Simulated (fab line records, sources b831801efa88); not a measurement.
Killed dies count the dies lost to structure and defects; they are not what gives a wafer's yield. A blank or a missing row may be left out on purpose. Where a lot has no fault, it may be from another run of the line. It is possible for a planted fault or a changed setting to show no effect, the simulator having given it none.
Struck lot and sound lot, side by side + flow sky130 + 16 steps out of a route of 708
Sound: wafers L987.1, L987.2, L987.6. Struck: wafer L975.5. (L975.3 of the same lot was not struck and is left out.) The cause comes at the end.
At each step with rows: each side's tool, then ch and its chambers, then its first start. Under that, the readings that differ: sound wafers + struck wafers + difference of the means + sigmas: that difference in standard deviations of wafers without a fault.
alike: readings with means less than 2 such deviations apart, plus words and numbers identical on both sides. not compared: withheld readings, readings lacking a value on some wafer, bounds such as >300 that could conceal the same value, and numbers that have no deviation in the record and whose values overlap.
A row with sigmas, a row that says differs or no value, or rows on one side alone: a step with any of these is where the two part. Numbers that have no deviation but don't overlap get no sigmas and don't part them. A reading that every wafer of one side lacks parts them only if that side has two wafers or more.

first, 4 steps without rows for these wafers: SKY_RES_XHIGH_EXPOSE_04 (exposes mask URPM, target cd 1270 nm); SKY_RES_XHIGH_PEB_05; SKY_RES_XHIGH_DEVELOP_06 (develop time 60 s); SKY_RES_XHIGH_IMPLANT_07.
SKY_RES_XHIGH_STRIP_08: strips in O2/N2.
  sound on plasmaAsher-04 ch 0,1, day 33 18:17; struck on plasmaAsher-03 ch 0, day 30 00:42
| reading                  | sound       | struck | difference | sigmas |
|--------------------------|-------------|--------|------------|--------|
| drypumpMotorCurrentA (A) | 5.3 5.3 5.3 | 6.4    | +1.1       | +3     |
  alike: oesProductAu, stripTimeToEndpointS
  not compared: rfHoursCounterH
SKY_RES_XHIGH_TW_MEAS_09:
  struck on filmMetro-04, day 30 00:47; sound on filmMetro-04, day 33 18:23
  alike: RES_XHIGH_TW
then, 6 steps without rows for these wafers: SKY_SD_N_DEHYDRATE_00 (time 60 s); SKY_SD_N_HMDS_01 (prime time 60 s); SKY_SD_N_COAT_02 (resist thk 1140 nm); SKY_SD_N_SOFTBAKE_03 (time 60 s); SKY_SD_N_EXPOSE_04 (exposes mask NSDM, target cd 380 nm); SKY_SD_N_PEB_05.
SKY_SD_N_DEVELOP_06: develop time 60 s.
  sound on lithoTrack-03 ch 0, day 34 19:55; struck on lithoTrack-01 ch 0, day 31 03:37
SKY_SD_N_CD_MEAS_07: target cd 380 nm.
  struck on cdSem-01, day 31 03:45; sound on cdSem-02, day 34 20:04
| reading   | sound             | struck | difference | sigmas |
|-----------|-------------------|--------|------------|--------|
| cdNm (nm) | 380.8 382.2 380.1 | 279.5  | -101.5     | -44    |
SKY_SD_N_OVL_MEAS_08:
  struck on overlay-01, day 31 03:51; sound on overlay-02, day 34 20:11
  alike: SD_N_OVL
-- the record jumps here: 17 days lie between the struck wafers' starts before and after (it left off in module SD_N and takes up again in module PAD_OPEN, whose first step shown is number 708 of the route) --
SKY_PAD_OPEN_PROBE_99:
  record: rows for the struck wafers here (prober-02, day 48 05:49), none for the sound ones

WHERE THEY PART
At SKY_RES_XHIGH_STRIP_08 first; at SKY_PAD_OPEN_PROBE_99 last (within this record only).

WHY: the cause the simulator had injected
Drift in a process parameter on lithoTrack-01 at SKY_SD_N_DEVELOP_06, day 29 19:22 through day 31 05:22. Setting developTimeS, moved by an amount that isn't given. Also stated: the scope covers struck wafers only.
